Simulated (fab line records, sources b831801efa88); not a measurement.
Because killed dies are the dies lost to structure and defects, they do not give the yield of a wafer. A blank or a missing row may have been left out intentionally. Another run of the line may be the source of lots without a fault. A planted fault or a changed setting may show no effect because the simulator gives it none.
Problem report in the 8D (eight disciplines) form, filled by code    flow sky130    the parts of the form that need people (team, actions taken, sign-off) are left out

1. THE ISSUE
Wafers without a fault read 7.699e+15, standard deviation 7.8e+12; dose-ions-cm2 at SKY_POLY_GATE_IMPLANT_02 reads a mean of 6.308e+15 on 6 wafers belonging to 2 lots. So: -99 or more standard deviations from the usual mean.
First observed at day 20 17:18: wafer L653.1, on implanter-01. At this step, 36 wafers from 12 lots have a number in the record. The rule behind "out" and "out of limits": a value lying over 4 standard deviations away from the usual mean. The rest of the wafers with a number are treated as sound.

2. WHAT IT IS AND WHAT IT IS NOT
question                     is                      is not
which readings at this step  dose-ions-cm2           -
which lots                   L653, L654              L638, L639, L642, L643, L644, L645, L649, L656, L657, L659
which wafers of those lots   all that have a number  -
read on which tools          implanter-01            implanter-02, implanter-04
when                         from day 20 17:18       up to then (21 sound wafers); but 9 sound wafers of L656, L657, L659 came after

3. SUSPECTS, AND WHAT RULES EACH OUT
Counting: a tool at any process step up to the reading remains a suspect when it ran all the lots that are out and ran no sound lot after the first of those.
- plasma-asher-02 at SKY_VT_ADJUST_PCH_STRIP_09 (strips in O2/N2): ruled out as a lasting fault. Sound lots L656, L659 ran on it after its first lot that is out, L653 (day 15 07:37).
- implanter-01 at SKY_POLY_GATE_IMPLANT_02: kept. It ran every lot that is out, first L653 (day 20 17:18), and no sound lot after that; its last sound lot up to then is L649 (day 19 01:42). Out on those wafers are its own readings of dose-ions-cm2.
The count leaves implanter-01 at SKY_POLY_GATE_IMPLANT_02.

4. THE CAUSE (what the simulator had put in)
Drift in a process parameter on implanter-01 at SKY_POLY_GATE_IMPLANT_02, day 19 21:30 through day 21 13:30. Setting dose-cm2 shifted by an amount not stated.
The count eliminated every tool but this one.

5. THE CHAIN OF EFFECTS, in route order
Each row: a reading where the mean over the struck wafers with a number is more than 3 standard deviations away from the usual. Only readings for which the record gives a usual standard deviation are gone through. hours: the time from each lot's start at the first step in this table that gives one to its start at this step, as a median over the lots. sigmas: the change in usual standard deviations.
hours  step                      reading                   usual      on struck wafers  change      sigmas
0      SKY_POLY_GATE_IMPLANT_02  dose-ions-cm2             7.699e+15  6.308e+15         -1.391e+15  -99 or more
0      SKY_RES_PROTECT_STRIP_07  strip-time-to-endpoint-s  23.30 s    22.47             -0.83       -20
Process steps it contains:
- SKY_POLY_GATE_IMPLANT_02
- SKY_RES_PROTECT_STRIP_07: strips in O2/N2.

6. HOW IT WOULD HAVE BEEN CAUGHT EARLIER
The fault began at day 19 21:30; the first out-of-limits reading in this record came at day 20 17:18, 20 hours later.
